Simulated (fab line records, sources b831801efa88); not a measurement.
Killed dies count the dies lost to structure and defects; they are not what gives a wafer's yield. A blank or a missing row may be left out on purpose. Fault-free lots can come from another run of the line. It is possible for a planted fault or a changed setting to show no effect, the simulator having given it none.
Which tool did it? / flow sky130 / 11 lots with 33 wafers sampled at 6 steps, on a route of 708 steps

## WHAT EACH GAUGE READ, for each wafer
SKY_SONOS_ONO_THK_MEAS_03. Usual: SONOS_ONO_CVD_02_THK gives 10.52 nm (standard deviation 0.14).
lot=L491; measured=day 12 01:30; on=film_metro-01; SONOS_ONO_CVD_02_THK (nm)=10.45 10.48 10.61; flag=
lot=L493; measured=day 12 15:43; on=film_metro-02; SONOS_ONO_CVD_02_THK (nm)=10.66 10.51 10.61; flag=
lot=L498; measured=day 14 15:50; on=film_metro-01; SONOS_ONO_CVD_02_THK (nm)=10.56 10.67 10.60; flag=
lot=L500; measured=day 15 06:43; on=film_metro-02; SONOS_ONO_CVD_02_THK (nm)=10.41 10.62 10.49; flag=
lot=L503; measured=day 16 05:17; on=film_metro-03; SONOS_ONO_CVD_02_THK (nm)=10.82 10.67 10.86; flag=
lot=L505; measured=day 16 20:44; on=film_metro-02; SONOS_ONO_CVD_02_THK (nm)=10.37 10.47 10.55; flag=
lot=L506; measured=day 17 03:07; on=film_metro-03; SONOS_ONO_CVD_02_THK (nm)=10.47 10.56 10.45; flag=
lot=L507; measured=day 17 13:05; on=film_metro-02; SONOS_ONO_CVD_02_THK (nm)=10.38 10.35 10.28; flag=
lot=L508; measured=day 18 01:28; on=film_metro-03; SONOS_ONO_CVD_02_THK (nm)=10.88 10.74 10.74; flag=
lot=L509; measured=day 18 11:17; on=film_metro-02; SONOS_ONO_CVD_02_THK (nm)=10.58 10.52 10.60; flag=
lot=L511; measured=day 18 19:31; on=film_metro-03; SONOS_ONO_CVD_02_THK (nm)=10.49 10.53 10.49; flag=

SKY_POLY_GATE_OVL_MEAS_14. Usual: POLY_GATE_OVL gives 5 nm (standard deviation 4.8).
lot=L491; measured=day 16 22:08; on=overlay-01; POLY_GATE_OVL (nm)=0 7 3; flag=
lot=L493; measured=day 17 16:55; on=overlay-02; POLY_GATE_OVL (nm)=9 2 8; flag=
lot=L498; measured=day 19 22:47; on=overlay-02; POLY_GATE_OVL (nm)=8 2 4; flag=
lot=L500; measured=day 20 13:47; on=overlay-02; POLY_GATE_OVL (nm)=7 -1 6; flag=
lot=L503; measured=day 21 16:44; on=overlay-02; POLY_GATE_OVL (nm)=6 7 5; flag=
lot=L505; measured=day 22 07:11; on=overlay-02; POLY_GATE_OVL (nm)=8 5 9; flag=
lot=L506; measured=day 22 16:52; on=overlay-02; POLY_GATE_OVL (nm)=15 5 3; flag=
lot=L507; measured=day 23 02:44; on=overlay-01; POLY_GATE_OVL (nm)=5 2 6; flag=
lot=L508; measured=day 23 11:28; on=overlay-02; POLY_GATE_OVL (nm)=12 4 10; flag=
lot=L509; measured=day 24 00:53; on=overlay-02; POLY_GATE_OVL (nm)=2 6 11; flag=
lot=L511; measured=day 24 08:11; on=overlay-01; POLY_GATE_OVL (nm)=3 11 8; flag=

SKY_LDD_N_TW_MEAS_17. Usual: LDD_N_TW gives 2595 (standard deviation 13).
lot=L491; measured=day 18 08:31; on=film_metro-03; LDD_N_TW=2595 2596 2583; flag=
lot=L493; measured=day 19 02:08; on=film_metro-02; LDD_N_TW=2721 2713 2712 2712 2703 2718; flag=OFF
lot=L498; measured=day 21 08:59; on=film_metro-02; LDD_N_TW=2704 2722 2725 2715 2706 2715; flag=OFF
lot=L500; measured=day 21 23:27; on=film_metro-02; LDD_N_TW=2615 2602 2627; flag=
lot=L503; measured=day 23 02:40; on=film_metro-03; LDD_N_TW=2682 2680 2672 2676 2671 2678; flag=OFF
lot=L505; measured=day 23 16:43; on=film_metro-03; LDD_N_TW=2590 2570 2570; flag=
lot=L506; measured=day 24 04:34; on=film_metro-01; LDD_N_TW=2600 2582 2603; flag=
lot=L507; measured=day 24 11:55; on=film_metro-01; LDD_N_TW=2591 2595 2601; flag=
lot=L508; measured=day 24 20:06; on=film_metro-02; LDD_N_TW=2609 2598 2596; flag=
lot=L509; measured=day 25 10:13; on=film_metro-02; LDD_N_TW=2607 2590 2609; flag=
lot=L511; measured=day 25 16:30; on=film_metro-02; LDD_N_TW=2605 2601 2601; flag=

## EACH LOT AND THE TOOL THAT RAN IT (in order: tool; ch and the chambers of the sampled wafers; start)
lot=L491; SKY_SONOS_ONO_STRIP_17=plasma_asher-04 ch 0,1, day 13 03:31; SKY_LDD_N_IMPLANT_11=implanter-03 ch 0, day 18 07:40; SKY_LDD_N_STRIP_16=plasma_asher-03 ch 0,1, day 18 08:24
lot=L493; SKY_SONOS_ONO_STRIP_17=plasma_asher-03 ch 0, day 13 18:50; SKY_LDD_N_IMPLANT_11=implanter-02 ch 0, day 19 00:58; SKY_LDD_N_STRIP_16=plasma_asher-02 ch 0,1, day 19 02:01
lot=L498; SKY_SONOS_ONO_STRIP_17=plasma_asher-02 ch 0,1, day 15 20:13; SKY_LDD_N_IMPLANT_11=implanter-04 ch 0, day 21 07:50; SKY_LDD_N_STRIP_16=plasma_asher-02 ch 0,1, day 21 08:53
lot=L500; SKY_SONOS_ONO_STRIP_17=plasma_asher-04 ch 0,1, day 16 12:20; SKY_LDD_N_IMPLANT_11=implanter-04 ch 0, day 21 22:37; SKY_LDD_N_STRIP_16=plasma_asher-03 ch 0,1, day 21 23:20
lot=L503; SKY_SONOS_ONO_STRIP_17=plasma_asher-03 ch 0,1, day 17 11:53; SKY_LDD_N_IMPLANT_11=implanter-04 ch 0, day 23 01:30; SKY_LDD_N_STRIP_16=plasma_asher-04 ch 0,1, day 23 02:34
lot=L505; SKY_SONOS_ONO_STRIP_17=plasma_asher-04 ch 0,1, day 18 03:35; SKY_LDD_N_IMPLANT_11=implanter-04 ch 0, day 23 15:52; SKY_LDD_N_STRIP_16=plasma_asher-03 ch 0,1, day 23 16:36
lot=L506; SKY_SONOS_ONO_STRIP_17=plasma_asher-02 ch 0,1, day 18 10:14; SKY_LDD_N_IMPLANT_11=implanter-02 ch 0, day 24 03:43; SKY_LDD_N_STRIP_16=plasma_asher-02 ch 0,1, day 24 04:27
lot=L507; SKY_SONOS_ONO_STRIP_17=plasma_asher-03 ch 0,1, day 18 19:53; SKY_LDD_N_IMPLANT_11=implanter-02 ch 0, day 24 11:04; SKY_LDD_N_STRIP_16=plasma_asher-03 ch 0, day 24 11:48
lot=L508; SKY_SONOS_ONO_STRIP_17=plasma_asher-03 ch 0,1, day 19 08:56; SKY_LDD_N_IMPLANT_11=implanter-04 ch 0, day 24 19:16; SKY_LDD_N_STRIP_16=plasma_asher-02 ch 1, day 24 19:59
lot=L509; SKY_SONOS_ONO_STRIP_17=plasma_asher-04 ch 0,1, day 19 20:01; SKY_LDD_N_IMPLANT_11=implanter-02 ch 0, day 25 09:22; SKY_LDD_N_STRIP_16=plasma_asher-03 ch 1, day 25 10:06
lot=L511; SKY_SONOS_ONO_STRIP_17=plasma_asher-02 ch 0,1, day 20 04:11; SKY_LDD_N_IMPLANT_11=implanter-03 ch 0, day 25 15:39; SKY_LDD_N_STRIP_16=plasma_asher-04 ch 0,1, day 25 16:24
- SKY_SONOS_ONO_STRIP_17: strips in O2/N2.
- SKY_LDD_N_IMPLANT_11
- SKY_LDD_N_STRIP_16: strips in O2/N2.

## AS READ BY THE TOOLS THEMSELVES (means over the sampled wafers that have a number; for cases with no such wafer, the mark the record gives instead)
SKY_SONOS_ONO_STRIP_17. Usual: chamber_pressure_mTorr 1499.8 mTorr, standard deviation 2.4; drypump_motor_current_A 5.9 A, standard deviation 0.53; oes_product_au 0.710 a.u., standard deviation 0.0043; strip_time_to_endpoint_s 14.11 s, standard deviation 0.036.
lot=L491; tool=plasma_asher-04; chamber_pressure_mTorr (mTorr)=1500.4; drypump_motor_current_A (A)=5.9; oes_product_au (a.u.)=0.709; strip_time_to_endpoint_s (s)=14.13; flag=
lot=L493; tool=plasma_asher-03; chamber_pressure_mTorr (mTorr)=1498.3; drypump_motor_current_A (A)=6.0; oes_product_au (a.u.)=0.708; strip_time_to_endpoint_s (s)=14.15; flag=
lot=L498; tool=plasma_asher-02; chamber_pressure_mTorr (mTorr)=1501.4; drypump_motor_current_A (A)=6.0; oes_product_au (a.u.)=0.714; strip_time_to_endpoint_s (s)=14.08; flag=
lot=L500; tool=plasma_asher-04; chamber_pressure_mTorr (mTorr)=1500.6; drypump_motor_current_A (A)=5.8; oes_product_au (a.u.)=0.713; strip_time_to_endpoint_s (s)=14.11; flag=
lot=L503; tool=plasma_asher-03; chamber_pressure_mTorr (mTorr)=1500.1; drypump_motor_current_A (A)=6.0; oes_product_au (a.u.)=0.708; strip_time_to_endpoint_s (s)=14.17; flag=
lot=L505; tool=plasma_asher-04; chamber_pressure_mTorr (mTorr)=1499.1; drypump_motor_current_A (A)=5.9; oes_product_au (a.u.)=0.711; strip_time_to_endpoint_s (s)=14.14; flag=
lot=L506; tool=plasma_asher-02; chamber_pressure_mTorr (mTorr)=1499.7; drypump_motor_current_A (A)=6.2; oes_product_au (a.u.)=0.712; strip_time_to_endpoint_s (s)=14.10; flag=
lot=L507; tool=plasma_asher-03; chamber_pressure_mTorr (mTorr)=1499.9; drypump_motor_current_A (A)=6.0; oes_product_au (a.u.)=0.708; strip_time_to_endpoint_s (s)=14.13; flag=
lot=L508; tool=plasma_asher-03; chamber_pressure_mTorr (mTorr)=1500.2; drypump_motor_current_A (A)=6.0; oes_product_au (a.u.)=0.709; strip_time_to_endpoint_s (s)=14.14; flag=
lot=L509; tool=plasma_asher-04; chamber_pressure_mTorr (mTorr)=1498.5; drypump_motor_current_A (A)=5.4; oes_product_au (a.u.)=0.712; strip_time_to_endpoint_s (s)=14.08; flag=
lot=L511; tool=plasma_asher-02; chamber_pressure_mTorr (mTorr)=1498.2; drypump_motor_current_A (A)=6.0; oes_product_au (a.u.)=0.711; strip_time_to_endpoint_s (s)=14.10; flag=

SKY_LDD_N_IMPLANT_11. Usual: faraday_current_uA at 423, with a standard deviation of 8.9.
lot=L491 tool=implanter-03 faraday_current_uA=427 flag=
lot=L493 tool=implanter-02 faraday_current_uA=426 flag=
lot=L498 tool=implanter-04 faraday_current_uA=430 flag=
lot=L500 tool=implanter-04 faraday_current_uA=425 flag=
lot=L503 tool=implanter-04 faraday_current_uA=420 flag=
lot=L505 tool=implanter-04 faraday_current_uA=427 flag=
lot=L506 tool=implanter-02 faraday_current_uA=426 flag=
lot=L507 tool=implanter-02 faraday_current_uA=429 flag=
lot=L508 tool=implanter-04 faraday_current_uA=414 flag=
lot=L509 tool=implanter-02 faraday_current_uA=422 flag=
lot=L511 tool=implanter-03 faraday_current_uA=412 flag=

SKY_LDD_N_STRIP_16. Usual: chamber_pressure_mTorr 1500.1 mTorr, standard deviation 1.3; drypump_motor_current_A 6.0 A, standard deviation 0.4; oes_product_au 0.407 a.u., standard deviation 0.0046; strip_time_to_endpoint_s 4.325 s, standard deviation 0.014.
lot=L491; tool=plasma_asher-03; chamber_pressure_mTorr (mTorr)=1501.0; drypump_motor_current_A (A)=6.0; oes_product_au (a.u.)=0.405; strip_time_to_endpoint_s (s)=4.344; flag=
lot=L493; tool=plasma_asher-02; chamber_pressure_mTorr (mTorr)=1501.1; drypump_motor_current_A (A)=6.0; oes_product_au (a.u.)=0.408; strip_time_to_endpoint_s (s)=4.550; flag=OFF
lot=L498; tool=plasma_asher-02; chamber_pressure_mTorr (mTorr)=1500.7; drypump_motor_current_A (A)=6.0; oes_product_au (a.u.)=0.401; strip_time_to_endpoint_s (s)=4.522; flag=OFF
lot=L500; tool=plasma_asher-03; chamber_pressure_mTorr (mTorr)=1501.7; drypump_motor_current_A (A)=6.0; oes_product_au (a.u.)=0.408; strip_time_to_endpoint_s (s)=4.316; flag=
lot=L503; tool=plasma_asher-04; chamber_pressure_mTorr (mTorr)=1500.4; drypump_motor_current_A (A)=5.4; oes_product_au (a.u.)=0.401; strip_time_to_endpoint_s (s)=4.527; flag=OFF
lot=L505; tool=plasma_asher-03; chamber_pressure_mTorr (mTorr)=1500.7; drypump_motor_current_A (A)=6.0; oes_product_au (a.u.)=0.407; strip_time_to_endpoint_s (s)=4.328; flag=
lot=L506; tool=plasma_asher-02; chamber_pressure_mTorr (mTorr)=1500.0; drypump_motor_current_A (A)=6.0; oes_product_au (a.u.)=0.412; strip_time_to_endpoint_s (s)=4.326; flag=
lot=L507; tool=plasma_asher-03; chamber_pressure_mTorr (mTorr)=1500.8; drypump_motor_current_A (A)=6.0; oes_product_au (a.u.)=0.407; strip_time_to_endpoint_s (s)=4.322; flag=
lot=L508; tool=plasma_asher-02; chamber_pressure_mTorr (mTorr)=1499.9; drypump_motor_current_A (A)=6.4; oes_product_au (a.u.)=0.404; strip_time_to_endpoint_s (s)=4.320; flag=
lot=L509; tool=plasma_asher-03; chamber_pressure_mTorr (mTorr)=1500.3; drypump_motor_current_A (A)=6.0; oes_product_au (a.u.)=0.404; strip_time_to_endpoint_s (s)=4.308; flag=
lot=L511; tool=plasma_asher-04; chamber_pressure_mTorr (mTorr)=1499.7; drypump_motor_current_A (A)=5.4; oes_product_au (a.u.)=0.406; strip_time_to_endpoint_s (s)=4.333; flag=

## THE ANSWER, worked out from the rows above alone
Rule: a lot is off if the mean of its wafers that have a number lies more than 3 standard deviations from the usual mean. A lot without any number at a reading at which 4 lots or more have one is off too. Any other lot the step has rows for is counted as sound. First the gauges in route order, then the tools' own readings, where a lot's mean is used as printed above. At the first step where some lot is off, the reading lying furthest off is the one used; lots without a number count as furthest.
Off: L493, L498, L503, at SKY_LDD_N_TW_MEAS_17 (LDD_N_TW).
A tool fits if, at a process step before that reading, it ran every lot that is off, and no sound lot after the first of them. Not tried: the gauges at SKY_LDD_N_TW_MEAS_17; whatever is off there is also off at SKY_LDD_N_STRIP_16, on other tools, and gauge error can't account for it. No candidate that was tried fits.

## WHAT WAS PUT IN BY THE SIMULATOR
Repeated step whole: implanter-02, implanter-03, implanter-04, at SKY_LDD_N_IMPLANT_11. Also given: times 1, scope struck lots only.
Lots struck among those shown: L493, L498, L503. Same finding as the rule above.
